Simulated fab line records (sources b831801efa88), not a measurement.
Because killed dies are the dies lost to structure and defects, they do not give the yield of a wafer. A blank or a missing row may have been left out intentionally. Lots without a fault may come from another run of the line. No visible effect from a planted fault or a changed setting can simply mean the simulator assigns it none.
Which tool was responsible? -- flow gf180mcu -- 33 wafers from 11 lots sampled at 5 of the route's 602 steps

== WHAT THE GAUGES READ, wafer by wafer ==
GF_V2_OVL_MEAS_15. Usual: V2_OVL 2 nm, standard deviation 4.9.
lot,measured,on,V2_OVL (nm),flag
L323,day 19 23:07,overlay-02,3 -9 -7,
L324,day 20 11:16,overlay-01,-3 -4 -9,
L328,day 22 05:38,overlay-01,6 -3 5,
L329,day 22 10:26,overlay-02,8 2 2,
L330,day 22 23:22,overlay-02,6 2 8,
L331,day 23 05:28,overlay-02,5 1 7,
L332,day 23 17:38,overlay-01,-2 -2 2,
L333,day 24 11:50,overlay-01,-4 -6 2,
L335,day 24 20:20,overlay-01,-13 2 -7,
L342,day 26 21:17,overlay-01,-3 0 -1,
L343,day 27 04:52,overlay-01,6 7 11,

GF_M3_THK_MEAS_06: measures by xrf. Usual: M3_ALCU_THK 454 nm, standard deviation 4.9.
lot,measured,on,M3_ALCU_THK (nm),flag
L323,day 20 00:51,filmMetro-04,462 459 461,
L324,day 20 13:02,filmMetro-03,451 450 454,
L328,day 22 07:23,filmMetro-03,454 452 453,
L329,day 22 12:11,filmMetro-02,463 461 463,
L330,day 23 01:07,filmMetro-03,459 458 461,
L331,day 23 07:15,filmMetro-02,458 459 462,
L332,day 23 19:23,filmMetro-04,462 466 464,
L333,day 24 13:37,filmMetro-03,459 460 457,
L335,day 24 22:14,filmMetro-04,461 455 461,
L342,day 26 23:05,filmMetro-03,453 451 446,
L343,day 27 06:37,filmMetro-03,481 451 451,

== TOOL THAT RAN EACH LOT (tool first, then ch and the chambers of the sampled wafers, then the start) ==
lot,GF_V2_CMP_26,GF_M3_SPUTTER_03,GF_M3_SPUTTER_04
L323,"cmp-01 ch 0,1,3, day 20 00:13","pvdSputter-04, day 20 00:40","pvdSputter-04, day 20 00:41"
L324,"cmp-02 ch 0,1,2, day 20 12:23","pvdSputter-02, day 20 12:51","pvdSputter-02, day 20 12:52"
L328,"cmp-01 ch 0,2,3, day 22 06:50","pvdSputter-02, day 22 07:11","pvdSputter-02, day 22 07:13"
L329,"cmp-02 ch 1,2,3, day 22 11:34","pvdSputter-04, day 22 11:59","pvdSputter-04, day 22 12:00"
L330,"cmp-01 ch 0,1,3, day 23 00:37","pvdSputter-04, day 23 00:56","pvdSputter-04, day 23 00:57"
L331,"cmp-01 ch 2,3, day 23 06:36","pvdSputter-04, day 23 07:04","pvdSputter-04, day 23 07:05"
L332,"cmp-01 ch 0,2,3, day 23 18:52","pvdSputter-02, day 23 19:11","pvdSputter-02, day 23 19:12"
L333,"cmp-01 ch 0,1, day 24 12:58","pvdSputter-02, day 24 13:26","pvdSputter-02, day 24 13:27"
L335,"cmp-01 ch 0,1,2, day 24 21:37","pvdSputter-02, day 24 22:01","pvdSputter-02, day 24 22:03"
L342,"cmp-01 ch 1,2,3, day 26 22:29","pvdSputter-02, day 26 22:53","pvdSputter-02, day 26 22:55"
L343,"cmp-01 ch 2,3, day 27 05:58","pvdSputter-04, day 27 06:25","pvdSputter-04, day 27 06:26"
- GF_V2_CMP_26: polishes, stops on SiO2, t overpolish 15 s, target thk 0 nm.
- GF_M3_SPUTTER_03: material Ti, target thk 10 nm, time 6.7 s.
- GF_M3_SPUTTER_04: material TiN, target thk 50 nm, time 41.7 s.

== AS READ BY THE TOOLS THEMSELVES (means over the sampled wafers that have a number; for cases with no such wafer, the mark the record gives instead) ==
GF_V2_CMP_26. Usual: motorCurrentA 11.2 A, standard deviation 1; overpolishRunS 15.000 s, standard deviation 0.0098; timeToEndpointS 85.0 s, standard deviation 3.
lot,tool,motorCurrentA (A),overpolishRunS (s),timeToEndpointS (s),flag
L323,cmp-01,11.6,15.003,86.2,
L324,cmp-02,10.8,14.994,87.8,
L328,cmp-01,11.7,15.001,83.5,
L329,cmp-02,11.2,15.010,87.3,
L330,cmp-01,11.9,14.997,82.6,
L331,cmp-01,11.3,14.988,85.2,
L332,cmp-01,11.8,14.999,86.8,
L333,cmp-01,10.8,15.006,82.9,
L335,cmp-01,11.1,14.999,83.9,
L342,cmp-01,11.4,15.004,82.1,
L343,cmp-01,12.3,15.005,83.9,

GF_M3_SPUTTER_03. Usual: throttleValvePct at 29.6 %, with a standard deviation of 1.1.
lot,tool,throttleValvePct (%),flag
L323,pvdSputter-04,29.3,
L324,pvdSputter-02,29.2,
L328,pvdSputter-02,28.8,
L329,pvdSputter-04,29.5,
L330,pvdSputter-04,29.2,
L331,pvdSputter-04,29.9,
L332,pvdSputter-02,29.7,
L333,pvdSputter-02,29.8,
L335,pvdSputter-02,29.7,
L342,pvdSputter-02,31.0,
L343,pvdSputter-04,29.7,

GF_M3_SPUTTER_04. Usual: throttleValvePct at 29.7 %, with a standard deviation of 1.1.
lot,tool,throttleValvePct (%),flag
L323,pvdSputter-04,29.5,
L324,pvdSputter-02,29.4,
L328,pvdSputter-02,28.5,
L329,pvdSputter-04,29.5,
L330,pvdSputter-04,29.2,
L331,pvdSputter-04,29.9,
L332,pvdSputter-02,29.6,
L333,pvdSputter-02,29.6,
L335,pvdSputter-02,29.7,
L342,pvdSputter-02,31.0,
L343,pvdSputter-04,29.6,

== THE ANSWER, worked out from the rows above alone ==
Rule: a lot is off if the mean of its wafers that have a number lies more than 3 standard deviations from the usual mean. A lot without any number at a reading at which 4 lots or more have one is off too. All remaining lots with rows at the step are treated as sound. The gauges are gone through in route order, then the tools' own readings, and for those a lot's mean is taken as printed above. At the first step where some lot is off, the reading lying furthest off is the one used; lots without a number count as furthest.
Nothing can be told from this: no lot is off at any reading shown.

== WHAT WAS PUT IN BY THE SIMULATOR ==
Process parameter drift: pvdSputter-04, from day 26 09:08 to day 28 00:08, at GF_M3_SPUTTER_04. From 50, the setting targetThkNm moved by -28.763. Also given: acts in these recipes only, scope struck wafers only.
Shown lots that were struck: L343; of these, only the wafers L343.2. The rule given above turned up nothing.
